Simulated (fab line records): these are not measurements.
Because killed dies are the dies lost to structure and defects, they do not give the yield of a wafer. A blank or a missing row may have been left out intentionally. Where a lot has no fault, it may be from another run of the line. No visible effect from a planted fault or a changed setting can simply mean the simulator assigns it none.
Problem report, 8D (eight disciplines) form, completed by code    flow gf180mcu    the parts of the form that need people (team, actions taken, sign-off) are left out

## 1. WHAT WENT WRONG
Wafers without a fault read 85.70 W, standard deviation 0.077; heater-power-total-W at GF_V4_PEB_12 reads a mean of 88.68 W on 6 wafers belonging to 2 lots. That is +39 standard deviations from the usual mean.
The step: peb time 90 s.
Seen first at day 26 05:17 on litho-track-01, wafer L165.2. The record holds 18 wafers of 6 lots with a number at this step. Rule for "out" (also "out of limits"): further than 4 standard deviations from the usual mean. All remaining wafers that have a number are taken as sound.

## 2. WHAT IT IS, AND WHAT IT ISN'T
question                     is                      is not
which readings at this step  heater-power-total-W    chill-plate-temp-C
which lots                   L165, L167              L161, L166, L175, L177
which wafers of those lots   all that have a number  -
read on which tools          litho-track-01          litho-track-03, litho-track-04
when                         from day 26 05:17       up to then (3 sound wafers); but 9 sound wafers of L166, L175, L177 came after

## 3. THE SUSPECTS, EACH WITH WHAT RULES IT OUT
Counting: any tool at a process step up to the reading is kept as a suspect provided that every lot that is out went through it and no sound lot did after the first of them.
- litho-track-01 at GF_V4_PEB_12 (peb time 90 s): kept. It processed each lot that is out, first L165 at day 26 05:17, and no sound lot thereafter; up to then, the last sound lot it processed was L161 at day 24 14:34. On those wafers its own readings are out: heater-power-total-W.
Remaining after the count: litho-track-01 at GF_V4_PEB_12.

## 4. THE CAUSE (what the simulator had put in)
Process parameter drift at GF_V4_PEB_12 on litho-track-01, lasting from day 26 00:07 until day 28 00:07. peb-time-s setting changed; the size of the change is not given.
The count eliminated every tool but this one.

## 5. THE EFFECT CHAIN, in route order
Rows list readings where the struck wafers' mean (over those with a number) sits beyond 3 standard deviations from the usual. Only readings whose record carries a usual standard deviation are examined. hours: median over the lots of the time between each lot's start at the first step of this table that gives one and its start at this step. sigmas: the change, counted in usual standard deviations.
hours  step          reading               usual    on struck wafers  change  sigmas
0      GF_V4_PEB_12  heater-power-total-W  85.70 W  88.68             +2.98   +39
The process steps in it:
- GF_V4_PEB_12: peb time 90 s.
Later steps that measure or inspect, where all struck wafers having a row at the step show a number for every such reading and not one has moved that far: GF_V4_CD_MEAS_14, GF_V4_OVL_MEAS_15.

## 6. HOW IT WOULD HAVE BEEN CAUGHT EARLIER
First out-of-limits reading in this record: day 26 05:17, which is 5 hours after fault onset at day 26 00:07.
